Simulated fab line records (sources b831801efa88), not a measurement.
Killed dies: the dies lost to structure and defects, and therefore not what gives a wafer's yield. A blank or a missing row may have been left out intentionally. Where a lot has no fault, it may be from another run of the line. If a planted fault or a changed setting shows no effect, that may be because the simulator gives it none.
Which of the tools did it?	flow gf180mcu	24 lots, 72 wafers sampled, at 5 steps of a route of 602

== WHAT EACH GAUGE READ, for each wafer ==
GF_V1_THK_MEAS_03. Usual: V1_CVD_02_THK 849 nm, standard deviation 10.
lot	measured	on	V1_CVD_02_THK (nm)	flag
L074	day 16 20:24	filmMetro-02	837 853 856	
L075	day 17 06:18	filmMetro-02	865 869 867	
L076	day 17 17:38	filmMetro-02	850 839 858	
L077	day 18 03:29	filmMetro-04	842 851 868	
L078	day 18 09:22	filmMetro-04	835 830 850	
L079	day 19 01:56	filmMetro-04	832 852 851	
L080	day 19 13:08	filmMetro-02	847 838 858	
L081	day 19 18:47	filmMetro-02	844 851 855	
L082	day 20 08:22	filmMetro-01	840 849 867	
L083	day 20 13:43	filmMetro-01	840 840 859	
L084	day 21 03:43	filmMetro-02	842 870 865	
L085	day 21 08:23	filmMetro-04	851 854 860	
L086	day 21 16:22	filmMetro-01	838 847 854	
L087	day 22 01:37	filmMetro-01	845 860 865	
L088	day 22 07:49	filmMetro-01	841 838 853	
L089	day 22 11:37	filmMetro-02	844 851 854	
L090	day 23 01:28	filmMetro-02	832 850 853	
L091	day 23 14:25	filmMetro-04	857 856 862	
L093	day 24 03:44	filmMetro-04	863 849 842	
L092	day 24 04:56	filmMetro-04	849 861 854	
L094	day 24 08:16	filmMetro-01	832 852 858	
L095	day 24 18:42	filmMetro-01	841 837 851	
L096	day 25 07:42	filmMetro-02	837 844 848	
L097	day 25 08:26	filmMetro-04	832 857 848	

GF_M3_OVL_MEAS_15. Usual: M3_OVL -1 nm, standard deviation 5.9.
lot	measured	on	M3_OVL (nm)	flag
L074	day 21 03:02	overlay-01	-4 7 1	
L075	day 21 11:15	overlay-02	-5 2 -3	
L076	day 21 22:32	overlay-02	-3 1 2	
L077	day 22 08:23	overlay-01	-1 9 2	
L078	day 22 14:53	overlay-02	-7 -7 -10	
L079	day 23 06:47	overlay-02	-5 4 -10	
L080	day 23 17:26	overlay-02	-1 2 0	
L081	day 23 22:32	overlay-02	4 2 -2	
L082	day 24 10:44	overlay-01	-4 -6 0	
L083	day 24 15:20	overlay-01	5 4 1	
L084	day 25 04:02	overlay-02	1 -3 -4	
L085	day 25 08:38	overlay-02	-11 4 -13	
L086	day 25 14:11	overlay-02	4 -3 1	
L087	day 25 23:11	overlay-01	-8 5 2	
L088	day 26 06:23	overlay-02	3 6 3	
L089	day 26 08:45	overlay-02	1 -8 -4	
L090	day 26 20:44	overlay-02	-2 5 5	
L091	day 27 08:14	overlay-02	6 8 5	
L093	day 27 23:30	overlay-01	-5 -8 -2	
L092	day 28 00:26	overlay-02	-7 -5 -11	
L094	day 28 02:11	overlay-01	2 9 -9	
L095	day 28 09:50	overlay-02	-6 -11 -4	
L096	day 28 23:21	overlay-02	-10 2 -1	
L097	day 29 00:23	overlay-01	5 -5 -5	

GF_V3_THK_MEAS_01. Usual: V3_CVD_00_THK 598 nm, standard deviation 5.9.
lot	measured	on	V3_CVD_00_THK (nm)	flag
L074	day 21 03:48	filmMetro-01	595 595 596	
L075	day 21 12:01	filmMetro-02	611 606 606	
L076	day 21 23:20	filmMetro-01	596 588 589	
L077	day 22 09:08	filmMetro-04	604 609 608	
L078	day 22 15:41	filmMetro-04	594 593 596	
L079	day 23 07:37	filmMetro-01	597 599 597	
L080	day 23 18:12	filmMetro-02	589 587 587	
L081	day 23 23:17	filmMetro-01	595 586 596	
L082	day 24 11:29	filmMetro-02	602 603 599	
L083	day 24 16:06	filmMetro-01	592 592 592	
L084	day 25 04:47	filmMetro-02	606 606 600	
L085	day 25 09:23	filmMetro-02	601 594 598	
L086	day 25 14:56	filmMetro-01	596 592 587	
L087	day 25 23:56	filmMetro-01	594 588 588	
L088	day 26 07:09	filmMetro-04	607 600 603	
L089	day 26 09:33	filmMetro-02	596 599 596	
L090	day 26 21:29	filmMetro-01	599 601 601	
L091	day 27 09:22	filmMetro-04	606 602 596	
L093	day 28 00:21	filmMetro-02	603 599 597	
L092	day 28 01:40	filmMetro-02	600 603 594	
L094	day 28 02:56	filmMetro-04	602 604 604	
L095	day 28 10:35	filmMetro-02	598 597 597	
L096	day 29 00:13	filmMetro-04	599 602 602	
L097	day 29 01:09	filmMetro-02	595 599 598	

GF_V3_BOW_MEAS_05. Usual: V3_BOW 116 um, standard deviation 8.3.
lot	measured	on	V3_BOW (um)	flag
L074	day 21 04:17	filmMetro-02	101 118 133	
L075	day 21 12:32	filmMetro-01	112 108 121	
L076	day 21 23:49	filmMetro-01	124 122 121	
L077	day 22 09:37	filmMetro-02	120 118 120	
L078	day 22 16:11	filmMetro-02	125 114 126	
L079	day 23 08:07	filmMetro-01	120 120 108	
L080	day 23 18:41	filmMetro-02	117 111 111	
L081	day 23 23:47	filmMetro-04	121 116 121	
L082	day 24 11:58	filmMetro-02	116 115 118	
L083	day 24 16:35	filmMetro-02	129 114 97	
L084	day 25 05:19	filmMetro-04	118 119 129	
L085	day 25 09:53	filmMetro-02	107 118 104	
L086	day 25 15:25	filmMetro-02	123 129 136	
L087	day 26 00:26	filmMetro-02	106 102 97	
L088	day 26 07:38	filmMetro-01	118 112 110	
L089	day 26 10:04	filmMetro-04	97 113 115	
L090	day 27 02:37	filmMetro-02	120 120 120	
L091	day 27 11:10	filmMetro-04	102 115 122	
L093	day 28 00:52	filmMetro-04	106 111 107	
L092	day 28 02:10	filmMetro-02	115 122 119	
L094	day 28 03:25	filmMetro-01	109 120 124	
L095	day 28 11:04	filmMetro-04	117 123 124	
L096	day 29 00:43	filmMetro-02	115 116 113	
L097	day 29 01:40	filmMetro-02	100 110 110	

== WHICH TOOL RAN EACH LOT (tool, then ch and the chambers of the sampled wafers, then the start) ==
lot	GF_M3_SPUTTER_00
L074	pvdSputter-03, day 20 02:16
L075	pvdSputter-04, day 20 10:40
L076	pvdSputter-04, day 20 22:13
L077	pvdSputter-03, day 21 08:29
L078	pvdSputter-04, day 21 15:23
L079	pvdSputter-01, day 22 07:22
L080	pvdSputter-01, day 22 18:24
L081	pvdSputter-03, day 22 23:44
L082	pvdSputter-03, day 23 12:16
L083	pvdSputter-03, day 23 17:01
L084	pvdSputter-03, day 24 05:46
L085	pvdSputter-04, day 24 10:40
L086	pvdSputter-03, day 24 16:53
L087	pvdSputter-01, day 25 02:01
L088	pvdSputter-01, day 25 08:48
L089	pvdSputter-01, day 25 11:37
L090	pvdSputter-01, day 26 00:07
L091	pvdSputter-03, day 26 12:43
L093	pvdSputter-03, day 27 03:51
L092	pvdSputter-01, day 27 04:10
L094	pvdSputter-03, day 27 06:26
L095	pvdSputter-01, day 27 13:46
L096	pvdSputter-04, day 28 03:26
L097	pvdSputter-01, day 28 04:33
- GF_M3_SPUTTER_00: material Ti, target thk 37.5 nm, time 150 s.

== AS READ BY THE TOOLS THEMSELVES (means over the sampled wafers that have a number; for cases with no such wafer, the mark the record gives instead) ==
GF_M3_SPUTTER_00. Usual: 30.3 % for throttleValvePct, sd 1.3.
lot	tool	throttleValvePct (%)	flag
L074	pvdSputter-03	30.7	
L075	pvdSputter-04	29.7	
L076	pvdSputter-04	30.6	
L077	pvdSputter-03	31.0	
L078	pvdSputter-04	29.9	
L079	pvdSputter-01	30.4	
L080	pvdSputter-01	30.7	
L081	pvdSputter-03	31.1	
L082	pvdSputter-03	30.6	
L083	pvdSputter-03	30.7	
L084	pvdSputter-03	30.6	
L085	pvdSputter-04	30.7	
L086	pvdSputter-03	30.9	
L087	pvdSputter-01	29.7	
L088	pvdSputter-01	30.8	
L089	pvdSputter-01	30.5	
L090	pvdSputter-01	30.6	
L091	pvdSputter-03	30.8	
L093	pvdSputter-03	31.1	
L092	pvdSputter-01	29.5	
L094	pvdSputter-03	31.2	
L095	pvdSputter-01	31.3	
L096	pvdSputter-04	29.6	
L097	pvdSputter-01	30.5	

== THE ANSWER, worked out from the rows above alone ==
Rule: a lot counts as off when the mean over its wafers that have a number is more than 3 standard deviations away from the usual mean. Also off: a lot with no number at a reading for which 4 or more lots have one. The other lots that the step has rows for count as sound. The gauges are gone through in route order, then the tools' own readings, and for those a lot's mean is taken as printed above. The first step at which some lot is off is used, and at that step the reading that is off furthest; a lot without a number counts as furthest.
No lot is off on any of the readings shown, so nothing can be concluded from this.

== WHAT THE SIMULATOR HAD PUT IN ==
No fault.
